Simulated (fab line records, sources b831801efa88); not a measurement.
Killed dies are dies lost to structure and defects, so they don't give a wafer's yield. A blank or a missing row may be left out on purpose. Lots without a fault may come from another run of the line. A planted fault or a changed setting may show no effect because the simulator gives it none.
Chamber matching | flow gf180mcu | GF_V2_CVD_02 on pecvd-01: 3 sister chambers
The step deposits SiO2 from TEOS, target thk 850 nm, time 94.851 s. 16 wafers are shown with their chamber, then 8 later ones without.

WAFERS WITH THEIR CHAMBER
wafer  | chamber | heater_power_w (W)
L795.1 | 2       | 522
L795.4 | 2       | 563
L795.6 | 0       | 436
L796.4 | 2       | 519
L796.5 | 1       | 710
L796.6 | 0       | 554
L802.1 | 0       | 555
L802.2 | 2       | 468
L802.5 | 2       | 506
L807.1 | 2       | 443
L807.2 | 0       | 537
L807.5 | 0       | 557
L808.1 | 0       | 517
L808.2 | 2       | 514
L808.5 | 0       | 563
L810.1 | 0       | 552

SIGNATURES (means of the wafers above)
reading        | chamber 0 | chamber 1 | chamber 2 | scatter within a chamber
heater_power_w | 533.88    | 710.00    | 505.00    | 40.7
Rule: a wafer's distance from a chamber is the root of the sum, over the readings, of the square of ((its reading less the chamber's mean) divided by the reading's scatter). The wafer belongs to the nearest chamber; if the next one is less than 2 further off, it can't be placed. The scatter: the root of (the sum of the squares of (reading less its chamber's mean) over the shown wafers, divided by (wafers less chambers)).

WAFERS WITHOUT THEIR CHAMBER
wafer  | heater_power_w (W)
L810.3 | 652
L810.4 | 552
L814.1 | 636
L814.4 | 672
L814.6 | 539
L815.1 | 521
L815.3 | 524
L815.5 | 785

WHICH CHAMBER EACH WENT THROUGH
wafer  | from the rows above          | in truth
L810.3 | can't be placed: 1 or 0      | 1
L810.4 | can't be placed: 0 or 2      | 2
L814.1 | can't be placed: 1 or 0 or 2 | 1
L814.4 | 1                            | 1
L814.6 | can't be placed: 0 or 2      | 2
L815.1 | can't be placed: 0 or 2      | 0
L815.3 | can't be placed: 0 or 2      | 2
L815.5 | 1                            | 1
Placed correctly: 2 of 8. Can't be placed from these rows: 6 (the true chamber is among the candidates in 6). Placed wrongly: 0.
